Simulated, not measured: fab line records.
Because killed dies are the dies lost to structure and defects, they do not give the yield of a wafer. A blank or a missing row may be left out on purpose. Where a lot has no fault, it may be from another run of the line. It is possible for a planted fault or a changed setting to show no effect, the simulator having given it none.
Which of the tools did it?	flow sky130	36 wafers from 12 lots sampled at 5 of the route's 708 steps

== WHAT THE GAUGES READ, wafer by wafer ==
The record holds no reading of a measuring or inspecting step that can be judged against a usual standard deviation.

== EACH LOT AND THE TOOL THAT RAN IT (in order: tool; ch and the chambers of the sampled wafers; start) ==
lot	SKY_VT_ADJUST_NCORE_STRIP_10	SKY_VIA4_CMP_02	SKY_METAL5_SPUTTER_00	SKY_METAL5_SPUTTER_01	SKY_PAD_OPEN_PROBE_99
L858	plasma-asher-04 ch 0,1, day 8 13:19	cmp-02 ch 0,1,3, day 41 10:29	pvd-sputter-04, day 42 12:05	pvd-sputter-04, day 42 12:07	-
L860	plasma-asher-03 ch 0,1, day 9 00:49	cmp-01 ch 0,3, day 42 06:23	pvd-sputter-02, day 43 04:41	pvd-sputter-02, day 43 04:42	-
L866	plasma-asher-01 ch 0,1, day 11 02:07	cmp-02 ch 2,3, day 44 09:23	pvd-sputter-04, day 45 08:56	pvd-sputter-04, day 45 08:58	prober-02, day 48 02:15
L865	plasma-asher-04 ch 0,1, day 11 02:25	cmp-02 ch 1,2,3, day 44 07:44	pvd-sputter-01, day 45 07:42	pvd-sputter-01, day 45 07:43	prober-02, day 47 23:44
L864	plasma-asher-01 ch 0,1, day 11 03:07	cmp-01 ch 1,2,3, day 44 07:48	pvd-sputter-04, day 45 07:52	pvd-sputter-04, day 45 07:53	-
L868	plasma-asher-03 ch 0,1, day 11 11:31	cmp-01 ch 1,2,3, day 44 10:02	pvd-sputter-02, day 45 09:44	pvd-sputter-02, day 45 09:46	-
L867	plasma-asher-01 ch 0,1, day 11 12:43	cmp-01 ch 0,1,2, day 44 13:43	pvd-sputter-02, day 45 13:22	pvd-sputter-02, day 45 13:23	-
L870	plasma-asher-01 ch 0,1, day 12 01:46	cmp-02 ch 1,2,3, day 45 01:54	pvd-sputter-02, day 46 00:20	pvd-sputter-02, day 46 00:21	prober-01, day 48 14:14
L871	plasma-asher-01 ch 0,1, day 12 05:43	cmp-02 ch 0,2,3, day 45 09:14	pvd-sputter-04, day 46 07:35	pvd-sputter-04, day 46 07:37	prober-01, day 48 22:41
L878	plasma-asher-01 ch 0,1, day 15 06:30	cmp-02 ch 0,2, day 47 11:08	pvd-sputter-04, day 48 08:21	pvd-sputter-04, day 48 08:23	-
L879	plasma-asher-01 ch 0,1, day 15 09:50	cmp-02 ch 0,1,2, day 47 23:11	pvd-sputter-04, day 48 19:35	pvd-sputter-04, day 48 19:37	-
L880	plasma-asher-01 ch 1, day 15 14:28	cmp-02 ch 0,1,3, day 48 01:20	pvd-sputter-01, day 48 21:31	pvd-sputter-01, day 48 21:32	prober-01, day 51 03:10
- SKY_VT_ADJUST_NCORE_STRIP_10: strips in O2/N2.
- SKY_VIA4_CMP_02: polishes SiO2.
- SKY_METAL5_SPUTTER_00: material Ti, target thk 15 nm, time 10 s.
- SKY_METAL5_SPUTTER_01: material TiN, target thk 20 nm, time 16.7 s.
- SKY_PAD_OPEN_PROBE_99

== WHAT THE TOOLS THEMSELVES READ (means of the sampled wafers that have a number; where no wafer has one, the mark that the record gives instead) ==
SKY_VT_ADJUST_NCORE_STRIP_10. Usual: drypump-motor-current-A 5.67 A, standard deviation 0.2; o2-flow-sccm 2999 sccm, standard deviation 9.1; oes-product-au 0.716 a.u., standard deviation 0.0042; strip-time-to-endpoint-s 14.20 s, standard deviation 0.044.
lot	tool	drypump-motor-current-A (A)	o2-flow-sccm (sccm)	oes-product-au (a.u.)	strip-time-to-endpoint-s (s)	flag
L858	plasma-asher-04	5.84	2993	0.719	14.24	
L860	plasma-asher-03	5.43	2994	0.715	14.25	
L866	plasma-asher-01	5.60	2997	0.714	14.20	
L865	plasma-asher-04	5.81	3007	0.713	14.18	
L864	plasma-asher-01	5.75	3000	0.713	14.13	
L868	plasma-asher-03	5.41	2999	0.716	14.22	
L867	plasma-asher-01	5.74	2993	0.714	14.24	
L870	plasma-asher-01	5.74	3008	0.718	14.14	
L871	plasma-asher-01	5.62	3004	0.716	14.28	
L878	plasma-asher-01	5.61	3005	0.713	14.25	
L879	plasma-asher-01	5.62	2994	0.710	14.22	
L880	plasma-asher-01	5.87	2997	0.715	14.17	

SKY_VIA4_CMP_02. Usual: edge-zone-pressure-frac 1.001, standard deviation 0.0049; head-pressure-psi 4.001 psi, standard deviation 0.0092; motor-current-A 11.8 A, standard deviation 0.93.
lot	tool	edge-zone-pressure-frac	head-pressure-psi (psi)	motor-current-A (A)	flag
L858	cmp-02	1.001	4.012	11.1	
L860	cmp-01	1.003	4.002	11.6	
L866	cmp-02	0.998	4.004	12.0	
L865	cmp-02	1.001	3.996	11.4	
L864	cmp-01	0.997	3.999	12.1	
L868	cmp-01	1.007	4.005	11.9	
L867	cmp-01	1.003	4.006	12.3	
L870	cmp-02	1.000	3.988	11.3	
L871	cmp-02	0.999	4.006	11.6	
L878	cmp-02	1.003	4.002	12.1	
L879	cmp-02	1.004	4.005	11.2	
L880	cmp-02	1.002	3.998	11.0	

SKY_METAL5_SPUTTER_00. Usual: chamber-pressure-pa 0.3999 Pa, standard deviation 0.00078; throttle-valve-pct 29.6 %, standard deviation 1.
lot	tool	chamber-pressure-pa (Pa)	throttle-valve-pct (%)	flag
L858	pvd-sputter-04	0.3998	29.3	
L860	pvd-sputter-02	0.3997	30.0	
L866	pvd-sputter-04	0.3996	29.5	
L865	pvd-sputter-01	0.3994	29.9	
L864	pvd-sputter-04	0.4002	29.2	
L868	pvd-sputter-02	0.4001	29.6	
L867	pvd-sputter-02	0.4002	29.5	
L870	pvd-sputter-02	0.3991	29.2	
L871	pvd-sputter-04	0.4007	29.4	
L878	pvd-sputter-04	0.3999	29.9	
L879	pvd-sputter-04	0.3998	30.5	
L880	pvd-sputter-01	0.4001	29.7	

SKY_METAL5_SPUTTER_01. Usual: chamber-pressure-pa 0.4000 Pa, standard deviation 0.0008; throttle-valve-pct 29.6 %, standard deviation 1.
lot	tool	chamber-pressure-pa (Pa)	throttle-valve-pct (%)	flag
L858	pvd-sputter-04	0.3998	29.2	
L860	pvd-sputter-02	0.4007	29.9	
L866	pvd-sputter-04	0.3994	29.2	
L865	pvd-sputter-01	0.3998	29.9	
L864	pvd-sputter-04	0.3999	29.5	
L868	pvd-sputter-02	0.3996	29.4	
L867	pvd-sputter-02	0.3997	29.6	
L870	pvd-sputter-02	0.4003	29.2	
L871	pvd-sputter-04	0.3993	29.4	
L878	pvd-sputter-04	0.3988	30.0	
L879	pvd-sputter-04	0.3996	30.4	
L880	pvd-sputter-01	0.4003	30.0	

SKY_PAD_OPEN_PROBE_99. Usual: killed_at_M0_to_M3 44, standard deviation 7.2; killed_at_M4_up 3.0, standard deviation 1.8; killed-at-contacts 24, standard deviation 5.4; killed-at-front-end 14, standard deviation 4.4; killed-at-other 0.4, standard deviation 0.64; killed-dies 86, standard deviation 9.4; killed-on-rim 17, standard deviation 3.8; killed-open 47, standard deviation 7.7; killed-short 39, standard deviation 5.8.
lot	tool	killed_at_M0_to_M3	killed_at_M4_up	killed-at-contacts	killed-at-front-end	killed-at-other	killed-dies	killed-on-rim	killed-open	killed-short	flag
L866	prober-02	43	4.3	27	13	0.3	87	17	51	36	
L865	prober-02	44	2.0	26	16	1.0	89	19	55	34	
L870	prober-01	40	4.0	26	49	0.3	119	27	46	39	OFF
L871	prober-01	42	4.0	18	45	0.3	110	26	37	39	OFF
L880	prober-01	42	3.3	27	17	0.7	90	18	46	44	

== THE ANSWER, worked out from the rows above alone ==
Rule: lot off if the mean of its wafers having a number is beyond 3 standard deviations from the usual mean. Also off: a lot with no number at a reading for which 4 or more lots have one. All remaining lots with rows at the step are treated as sound. After the gauges, taken in route order, come the tools' own readings; for these a lot's mean is taken, as printed above. The first step at which some lot is off is used, and at that step the reading that is off furthest; a lot without a number counts as furthest.
Off: L870, L871, at SKY_PAD_OPEN_PROBE_99 (killed-at-front-end). Neither off nor sound, because the step has no rows for them: L858, L860, L864, L868, L867, L878, L879.
If a tool, at that step or one of the process steps before it, ran each lot that is off and ran no sound lot following the first of them, it fits. Of those tried, none fits.

== WHAT THE SIMULATOR PUT IN ==
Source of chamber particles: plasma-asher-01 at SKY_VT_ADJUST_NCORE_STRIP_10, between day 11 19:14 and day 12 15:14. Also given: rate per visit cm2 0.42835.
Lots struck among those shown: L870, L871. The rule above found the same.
